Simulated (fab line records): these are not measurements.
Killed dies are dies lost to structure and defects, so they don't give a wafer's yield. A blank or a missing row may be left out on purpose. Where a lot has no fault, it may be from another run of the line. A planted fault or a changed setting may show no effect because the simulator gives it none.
Which tool was responsible? / flow sky130 / 38 wafers from 13 lots sampled at 2 of the route's 708 steps

WHAT EACH GAUGE READ, for each wafer
Not one reading of a measure or inspect step in the record can be checked against a usual standard deviation.

WHAT TOOL EACH LOT RAN ON (gives the tool, then ch and the chambers of the sampled wafers, and finally the start)
lot=L872; SKY_PASSIVATION_ETCH_11=rie_diel-03 ch 0,1,2, day 44 18:35; SKY_PASSIVATION_STRIP_12=plasma_asher-02 ch 0,1, day 44 18:43
lot=L873; SKY_PASSIVATION_ETCH_11=rie_diel-02 ch 1,3, day 45 07:02; SKY_PASSIVATION_STRIP_12=plasma_asher-02 ch 0,1, day 45 07:08
lot=L876; SKY_PASSIVATION_ETCH_11=rie_diel-03 ch 2,3, day 45 17:28; SKY_PASSIVATION_STRIP_12=plasma_asher-03 ch 0,1, day 45 17:35
lot=L878; SKY_PASSIVATION_ETCH_11=rie_diel-01 ch 0,2,3, day 46 12:22; SKY_PASSIVATION_STRIP_12=plasma_asher-01 ch 1, day 46 12:29
lot=L879; SKY_PASSIVATION_ETCH_11=rie_diel-03 ch 0,2,3, day 46 16:37; SKY_PASSIVATION_STRIP_12=plasma_asher-01 ch 0,1, day 46 16:43
lot=L880; SKY_PASSIVATION_ETCH_11=rie_diel-03 ch 0,1,3, day 47 03:16; SKY_PASSIVATION_STRIP_12=plasma_asher-02 ch 0,1, day 47 03:25
lot=L881; SKY_PASSIVATION_ETCH_11=rie_diel-01 ch 0,1,3, day 47 06:07; SKY_PASSIVATION_STRIP_12=plasma_asher-02 ch 0,1, day 47 06:13
lot=L883; SKY_PASSIVATION_ETCH_11=rie_diel-01 ch 2,3, day 47 14:49; SKY_PASSIVATION_STRIP_12=plasma_asher-01 ch 0,1, day 47 14:55
lot=L891; SKY_PASSIVATION_ETCH_11=rie_diel-01 ch 0, day 49 08:52; SKY_PASSIVATION_STRIP_12=plasma_asher-02 ch 0,1, day 49 09:01
lot=L892; SKY_PASSIVATION_ETCH_11=rie_diel-03 ch 1,2,3, day 49 16:23; SKY_PASSIVATION_STRIP_12=plasma_asher-01 ch 0,1, day 49 16:29
lot=L893; SKY_PASSIVATION_ETCH_11=rie_diel-02 ch 0,1,3, day 49 21:10; SKY_PASSIVATION_STRIP_12=plasma_asher-01 ch 0,1, day 49 21:19
lot=L894; SKY_PASSIVATION_ETCH_11=rie_diel-03 ch 0,1,3, day 50 01:07; SKY_PASSIVATION_STRIP_12=plasma_asher-01 ch 0,1, day 50 01:14
lot=L895; SKY_PASSIVATION_ETCH_11=rie_diel-02 ch 0,1, day 50 02:53; SKY_PASSIVATION_STRIP_12=plasma_asher-01 ch 0,1, day 50 02:59
- SKY_PASSIVATION_ETCH_11: etches the open film in CF4/O2, stops on AlCu, target depth 725 nm, time 161.1 s.
- SKY_PASSIVATION_STRIP_12: strips in O2/N2.

WHAT THE TOOLS THEMSELVES READ (means of the sampled wafers that have a number; where no wafer has one, the mark that the record gives instead)
SKY_PASSIVATION_ETCH_11. Usual: O2_flow_sccm 10.00 sccm, standard deviation 0.033; drypump_motor_current_A 5.8 A, standard deviation 0.46; oes_product_au 0.979 a.u., standard deviation 0.0064; throttle_valve_pct 5.964 %, standard deviation 0.0093.
lot=L872; tool=rie_diel-03; O2_flow_sccm (sccm)=9.99; drypump_motor_current_A (A)=5.5; oes_product_au (a.u.)=0.988; throttle_valve_pct (%)=5.957; flag=
lot=L873; tool=rie_diel-02; O2_flow_sccm (sccm)=9.98; drypump_motor_current_A (A)=5.8; oes_product_au (a.u.)=0.972; throttle_valve_pct (%)=5.964; flag=
lot=L876; tool=rie_diel-03; O2_flow_sccm (sccm)=9.99; drypump_motor_current_A (A)=5.9; oes_product_au (a.u.)=0.974; throttle_valve_pct (%)=5.964; flag=
lot=L878; tool=rie_diel-01; O2_flow_sccm (sccm)=10.02; drypump_motor_current_A (A)=6.3; oes_product_au (a.u.)=0.976; throttle_valve_pct (%)=5.954; flag=
lot=L879; tool=rie_diel-03; O2_flow_sccm (sccm)=10.00; drypump_motor_current_A (A)=5.6; oes_product_au (a.u.)=0.972; throttle_valve_pct (%)=5.964; flag=
lot=L880; tool=rie_diel-03; O2_flow_sccm (sccm)=9.95; drypump_motor_current_A (A)=5.4; oes_product_au (a.u.)=0.986; throttle_valve_pct (%)=5.971; flag=
lot=L881; tool=rie_diel-01; O2_flow_sccm (sccm)=10.00; drypump_motor_current_A (A)=6.0; oes_product_au (a.u.)=0.974; throttle_valve_pct (%)=5.965; flag=
lot=L883; tool=rie_diel-01; O2_flow_sccm (sccm)=10.01; drypump_motor_current_A (A)=6.3; oes_product_au (a.u.)=0.979; throttle_valve_pct (%)=5.968; flag=
lot=L891; tool=rie_diel-01; O2_flow_sccm (sccm)=10.00; drypump_motor_current_A (A)=6.2; oes_product_au (a.u.)=0.978; throttle_valve_pct (%)=5.962; flag=
lot=L892; tool=rie_diel-03; O2_flow_sccm (sccm)=9.99; drypump_motor_current_A (A)=5.8; oes_product_au (a.u.)=0.978; throttle_valve_pct (%)=5.959; flag=
lot=L893; tool=rie_diel-02; O2_flow_sccm (sccm)=10.00; drypump_motor_current_A (A)=5.8; oes_product_au (a.u.)=0.983; throttle_valve_pct (%)=5.967; flag=
lot=L894; tool=rie_diel-03; O2_flow_sccm (sccm)=10.00; drypump_motor_current_A (A)=5.5; oes_product_au (a.u.)=0.981; throttle_valve_pct (%)=5.969; flag=
lot=L895; tool=rie_diel-02; O2_flow_sccm (sccm)=9.96; drypump_motor_current_A (A)=5.7; oes_product_au (a.u.)=0.982; throttle_valve_pct (%)=5.961; flag=

SKY_PASSIVATION_STRIP_12. Usual: drypump_motor_current_A 6.0 A, standard deviation 0.48; o2_flow_sccm 3001 sccm, standard deviation 8.6; oes_product_au 0.662 a.u., standard deviation 0.0046; strip_time_to_endpoint_s 31.56 s, standard deviation 0.14.
lot=L872; tool=plasma_asher-02; drypump_motor_current_A (A)=5.5; o2_flow_sccm (sccm)=2998; oes_product_au (a.u.)=0.665; strip_time_to_endpoint_s (s)=31.58; flag=
lot=L873; tool=plasma_asher-02; drypump_motor_current_A (A)=5.5; o2_flow_sccm (sccm)=3016; oes_product_au (a.u.)=0.662; strip_time_to_endpoint_s (s)=31.60; flag=
lot=L876; tool=plasma_asher-03; drypump_motor_current_A (A)=6.4; o2_flow_sccm (sccm)=2996; oes_product_au (a.u.)=0.662; strip_time_to_endpoint_s (s)=31.72; flag=
lot=L878; tool=plasma_asher-01; drypump_motor_current_A (A)=6.0; o2_flow_sccm (sccm)=3005; oes_product_au (a.u.)=0.664; strip_time_to_endpoint_s (s)=31.67; flag=
lot=L879; tool=plasma_asher-01; drypump_motor_current_A (A)=6.4; o2_flow_sccm (sccm)=2996; oes_product_au (a.u.)=0.664; strip_time_to_endpoint_s (s)=31.54; flag=
lot=L880; tool=plasma_asher-02; drypump_motor_current_A (A)=5.5; o2_flow_sccm (sccm)=3005; oes_product_au (a.u.)=0.662; strip_time_to_endpoint_s (s)=31.42; flag=
lot=L881; tool=plasma_asher-02; drypump_motor_current_A (A)=5.5; o2_flow_sccm (sccm)=3007; oes_product_au (a.u.)=0.666; strip_time_to_endpoint_s (s)=31.60; flag=
lot=L883; tool=plasma_asher-01; drypump_motor_current_A (A)=6.2; o2_flow_sccm (sccm)=2985; oes_product_au (a.u.)=0.662; strip_time_to_endpoint_s (s)=31.54; flag=
lot=L891; tool=plasma_asher-02; drypump_motor_current_A (A)=5.5; o2_flow_sccm (sccm)=3000; oes_product_au (a.u.)=0.658; strip_time_to_endpoint_s (s)=30.62; flag=OFF
lot=L892; tool=plasma_asher-01; drypump_motor_current_A (A)=6.2; o2_flow_sccm (sccm)=3006; oes_product_au (a.u.)=0.662; strip_time_to_endpoint_s (s)=31.59; flag=
lot=L893; tool=plasma_asher-01; drypump_motor_current_A (A)=6.2; o2_flow_sccm (sccm)=2998; oes_product_au (a.u.)=0.665; strip_time_to_endpoint_s (s)=31.46; flag=
lot=L894; tool=plasma_asher-01; drypump_motor_current_A (A)=6.2; o2_flow_sccm (sccm)=2992; oes_product_au (a.u.)=0.657; strip_time_to_endpoint_s (s)=31.48; flag=
lot=L895; tool=plasma_asher-01; drypump_motor_current_A (A)=6.2; o2_flow_sccm (sccm)=2994; oes_product_au (a.u.)=0.660; strip_time_to_endpoint_s (s)=31.79; flag=

THE ANSWER, worked out from the rows above alone
Rule: lot off if the mean of its wafers having a number is beyond 3 standard deviations from the usual mean. A lot without any number at a reading at which 4 lots or more have one is off too. Where the step has rows for the other lots, those lots are counted as sound. After the gauges, taken in route order, come the tools' own readings; for these a lot's mean is taken, as printed above. At the first step where some lot is off, the reading lying furthest off is the one used; lots without a number count as furthest.
Off: L891 (SKY_PASSIVATION_STRIP_12, strip_time_to_endpoint_s).
A tool fits if, at that step or a process step before it, it ran every lot that is off, and no sound lot after the first of them. 2 tools fit, rie_diel-01 at SKY_PASSIVATION_ETCH_11 and plasma_asher-02 at SKY_PASSIVATION_STRIP_12, so this cannot tell which one it is.

WHAT THE SIMULATOR HAD INSERTED
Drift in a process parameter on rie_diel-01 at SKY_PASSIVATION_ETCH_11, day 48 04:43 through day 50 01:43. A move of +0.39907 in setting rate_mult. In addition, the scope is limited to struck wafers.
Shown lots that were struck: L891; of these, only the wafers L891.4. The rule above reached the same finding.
